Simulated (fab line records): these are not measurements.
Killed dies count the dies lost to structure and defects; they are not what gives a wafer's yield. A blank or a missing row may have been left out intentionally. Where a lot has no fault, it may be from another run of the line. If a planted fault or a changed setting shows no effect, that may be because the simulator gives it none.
Which of the tools did it?	flow gf180mcu	route of 602 steps, sampled at 1 step: 6 lots, 18 wafers

== WHAT EACH GAUGE READ, for each wafer ==
GF_STI_THK_MEAS_22.
lot	measured	on	STI_OXIDATION_01_THK (nm)
L459	day 2 09:09	filmMetro-02	15.02 14.85 15.06
L461	day 2 18:39	filmMetro-02	14.69 15.07 14.82
L463	day 3 08:00	filmMetro-01	14.66 14.69 14.81
L465	day 3 18:34	filmMetro-02	14.99 14.89 15.11
L468	day 4 09:33	filmMetro-03	14.89 15.07 15.04
L476	day 6 00:18	filmMetro-03	14.40 14.61 14.61

== EACH LOT AND THE TOOL THAT RAN IT (in order: tool; ch and the chambers of the sampled wafers; start) ==
There is no process step in the record ahead of these readings.

== THE ANSWER, worked out from the rows above alone ==
Rule: the usual values come from the lots themselves. The widest of any qualifying gaps counts: lots, ordered by their means at a reading, are off when they make up no more than a third of the lots, leave a main group of 4 or more, and stand apart from it by 3 or more times the standard deviation of that group's means. A main group is skipped when, at the precision printed for the reading in the tables above, its means are all equal. A lot without any number at a reading at which 4 lots or more have one is off too. All remaining lots with rows at the step are treated as sound.
No lot is off at any reading shown: from this, nothing can be told.

== WHAT THE SIMULATOR PUT IN ==
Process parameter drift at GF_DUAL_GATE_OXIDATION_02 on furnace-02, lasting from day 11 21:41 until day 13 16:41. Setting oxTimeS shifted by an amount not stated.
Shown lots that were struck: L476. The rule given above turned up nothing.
